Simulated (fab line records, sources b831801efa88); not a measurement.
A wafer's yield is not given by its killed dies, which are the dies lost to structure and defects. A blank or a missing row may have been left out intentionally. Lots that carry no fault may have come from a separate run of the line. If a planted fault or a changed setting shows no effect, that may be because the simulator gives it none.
2 desks, one fault :: flow sky130 :: numbers are kept per desk, each desk with only its own; the story behind them comes last

FROM THE METROLOGY DESK
What the gauges read for every lot (on any tool): the sampled wafers with a number, averaged. A lot is out of limits, marked OUT, if its mean lies more than 4 standard deviations from the usual mean; the brackets give that distance.
Columns: A = cd nm at SKY_METAL2_CD_MEAS_15, usual 140.4 nm; B = CAPM_TIN_RS at SKY_CAPM_RS_MEAS_03, usual 6.92 ohm/sq; C = CAPM_TIN_THK at SKY_CAPM_THK_MEAS_04, usual 201 nm
lot: L739
first seen here: day 37 01:38
A: 140.7
B: 7.01
C: 199

lot: L743
first seen here: day 37 19:46
A: 138.7
B: 6.86
C: 203

lot: L746
first seen here: day 38 19:59
A: 141.2
B: 6.98
C: 200

lot: L747
first seen here: day 39 01:33
A: 139.5
B: 6.94
C: 199

lot: L748
first seen here: day 39 04:38
A: 140.5
B: 7.30
C: 191

lot: L751
first seen here: day 40 02:55
A: 141.9
B: 6.88
C: 202

lot: L755
first seen here: day 41 00:49
A: 139.0
B: 6.87
C: 200

lot: L756
first seen here: day 41 07:55
A: 141.9
B: 6.87
C: 200

lot: L757
first seen here: day 41 09:00
A: 141.1
B: 6.73
C: 205

lot: L759
first seen here: day 42 05:56
A: 141.8
B: 6.84
C: 203
Result from this desk: across the 10 lots, nothing is out of limits.

AT THE TOOL OWNER'S DESK: pvd sputter-04
At SKY_CAPM_SPUTTER_02 (material TiN, target thk 200 nm, time 166.7 s) the tool's own readings: per lot run on this tool, the mean of the sampled wafers that have a number. A lot is out of limits, marked OUT, if its mean lies more than 4 standard deviations from the usual mean; the brackets give that distance.
Columns: A = throttle valve pct at SKY_CAPM_SPUTTER_02, usual 30.2 %
lot: L739
first seen here: day 38 07:41
A: 29.3

lot: L746
first seen here: day 40 01:45
A: 30.1

lot: L747
first seen here: day 40 05:49
A: 30.1

lot: L748
first seen here: day 40 09:01
A: 29.7
Result from this desk: across the 4 lots, nothing is out of limits.

TAKEN TOGETHER
The metrology desk saw nothing out of limits.
The desk of the tool owner found nothing out of limits.

WHAT THE SIMULATOR HAD INSERTED
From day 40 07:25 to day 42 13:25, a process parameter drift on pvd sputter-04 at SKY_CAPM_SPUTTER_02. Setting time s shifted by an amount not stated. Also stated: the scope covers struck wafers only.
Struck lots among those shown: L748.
